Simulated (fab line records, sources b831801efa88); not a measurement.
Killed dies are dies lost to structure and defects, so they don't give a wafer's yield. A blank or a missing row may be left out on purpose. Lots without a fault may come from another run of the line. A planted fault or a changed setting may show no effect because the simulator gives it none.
Problem report in the 8D (eight disciplines) form, filled by code | flow sky130 | the parts of the form that need people (team, actions taken, sign-off) are left out

1. THE PROBLEM
VT_ADJUST_NCORE_OVL at SKY_VT_ADJUST_NCORE_OVL_MEAS_08 reads a mean of -127.6 nm on 6 wafers of 2 lots; wafers without a fault read -0.3 nm with a standard deviation of 1.6. That is -80 standard deviations from the usual mean.
First seen on wafer L722.3, day 13 15:01, on overlay-01. The record holds 33 wafers of 11 lots with a number at this step. Rule for "out", or "out of limits": more than 4 standard deviations from the usual mean. The other wafers with a number count as sound.

2. WHAT IT IS AND WHAT IT IS NOT
question                    | is                     | is not
which readings at this step | VT_ADJUST_NCORE_OVL    | -
which lots                  | L722, L723             | L706, L707, L708, L709, L710, L711, L712, L713, L714
which wafers of those lots  | all that have a number | -
read on which gauges        | overlay-01, overlay-02 | -
when                        | from day 13 15:01      | up to then (27 sound wafers)

3. SUSPECTS, AND WHAT RULES EACH OUT
Counting: a tool at a process step up to the reading stays a suspect if it ran every lot that is out and no sound lot after the first of them.
- the gauge at SKY_VT_ADJUST_NCORE_OVL_MEAS_08: ruled out. The wafers that are out were read on 2 gauges (overlay-01, overlay-02).
- iline_stepper-02 at SKY_VT_ADJUST_NCORE_EXPOSE_04 (exposes mask LVTN COMPLEMENT THIN, target cd 380 nm): kept. It ran every lot that is out, first L722 (day 13 02:40), and no sound lot after that; its last sound lot up to then is L710 (day 9 05:38).
Left after counting: iline_stepper-02 at SKY_VT_ADJUST_NCORE_EXPOSE_04.

4. THE CAUSE (what the simulator had put in)
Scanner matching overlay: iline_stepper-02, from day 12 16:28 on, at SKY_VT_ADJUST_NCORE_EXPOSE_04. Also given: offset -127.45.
Counting left only this tool.

5. THE CHAIN OF EFFECTS, in route order
Each row: a reading whose mean over the struck wafers that have a number lies more than 3 standard deviations from the usual. Only readings for which the record gives a usual standard deviation are gone through. hours: the time from each lot's start at the first step in this table that gives one to its start at this step, as a median over the lots. sigmas: the change in usual standard deviations.
hours | step                            | reading             | usual   | on struck wafers | change | sigmas
0     | SKY_VT_ADJUST_NCORE_OVL_MEAS_08 | VT_ADJUST_NCORE_OVL | -0.3 nm | -127.6           | -127.3 | -80
Later measuring or inspecting steps at which every struck wafer that the step has a row for has a number for every such reading, and none has moved that far: SKY_CONTACT_THK_MEAS_03.

6. WHAT WOULD HAVE CAUGHT IT SOONER
In this record the first reading out of limits at a measuring or inspecting step was taken at day 13 15:01, 23 hours after the fault began at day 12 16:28.
All the lots that are out (2) had begun SKY_VT_ADJUST_NCORE_EXPOSE_04 on iline_stepper-02 by day 13 15:01. A hold on the tool at that time would have spared none of them.
